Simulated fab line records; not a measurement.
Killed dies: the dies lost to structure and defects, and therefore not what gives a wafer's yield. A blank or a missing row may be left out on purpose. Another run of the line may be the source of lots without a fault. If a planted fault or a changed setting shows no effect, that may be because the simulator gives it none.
Comparing a struck lot with a sound one + flow gf180mcu + 14 steps out of a route of 602
Sound: wafers L770.1, L770.3, L770.4. Wafers L775.3, L775.5 were the ones struck. The cause is named last.
Order at every step that has rows: each side's tool, ch and its chambers, its first start. Under that, the readings that differ: sound wafers + struck wafers + difference of the means + sigmas: that difference in standard deviations of wafers without a fault.
alike: readings with means less than 2 such deviations apart, plus words and numbers identical on both sides. not compared: withheld readings, readings lacking a value on some wafer, bounds such as >300 that could conceal the same value, and numbers that have no deviation in the record and whose values overlap.
Wherever a step has rows on one side only, a row that says differs or no value, or a row with sigmas, the two part there. Numbers that don't overlap but have no deviation are shown without sigmas and don't part them. Lack of a reading on every wafer of one side parts them only where that side has two or more wafers.

first, 2 steps without rows for these wafers: GF_M3_CLEAN_19 (cleans in DIW); GF_V3_CVD_00 (deposits SiO2, target thk 600 nm, time 100 s).
GF_V3_THK_MEAS_01:
  sound on film_metro-02 at day 25 16:01; struck on film_metro-03 at day 26 23:58
  alike: V3_CVD_00_THK
GF_V3_CVD_02: deposits SiO2 from TEOS, target thk 850 nm, time 94.851 s.
  sound on pecvd-01 ch 0,1,2, day 25 16:04; struck on pecvd-03 ch 1, day 27 00:00
  alike: heater_power_w
GF_V3_THK_MEAS_03:
  sound on film_metro-01 at day 25 16:08; struck on film_metro-01 at day 27 00:05
  alike: V3_CVD_02_THK
GF_V3_CMP_04: polishes SiO2.
  sound on cmp-02 ch 0,1,3, day 25 16:12; struck on cmp-01 ch 0,1, day 27 00:11
  alike: motor_current_A, slurry_flow_ml_min, time_to_endpoint_s
GF_V3_BOW_MEAS_05:
  sound on film_metro-03 at day 25 16:30; struck on film_metro-03 at day 27 00:28
  alike: V3_BOW
then, 5 steps without rows for these wafers: GF_V3_DEHYDRATE_06 (time 60 s); GF_V3_HMDS_07 (prime time 60 s); GF_V3_COAT_08; GF_V3_COAT_09 (resist thk 1000 nm); GF_V3_SOFTBAKE_10 (time 60 s).
GF_V3_EXPOSE_11: exposes mask Via3, target cd 260 nm.
  struck on krf_scanner-01, day 27 11:07; sound on krf_scanner-01 ch 0, day 26 02:42
  no value came back on the struck wafers for exposure_dose_mJ_cm2, focus_offset_nm (nm); on the sound wafers exposure_dose_mJ_cm2 reads 37.94 37.96 37.95
  alike: mask
then, 1 step without rows for these wafers: GF_V3_PEB_12 (peb time 90 s).

WHERE THEY PART
Within this record, at GF_V3_EXPOSE_11 only.

WHY: what the simulator had put in
Skipped step whole: krf_scanner-01, from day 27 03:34 on, at GF_V3_EXPOSE_11. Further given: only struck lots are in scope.
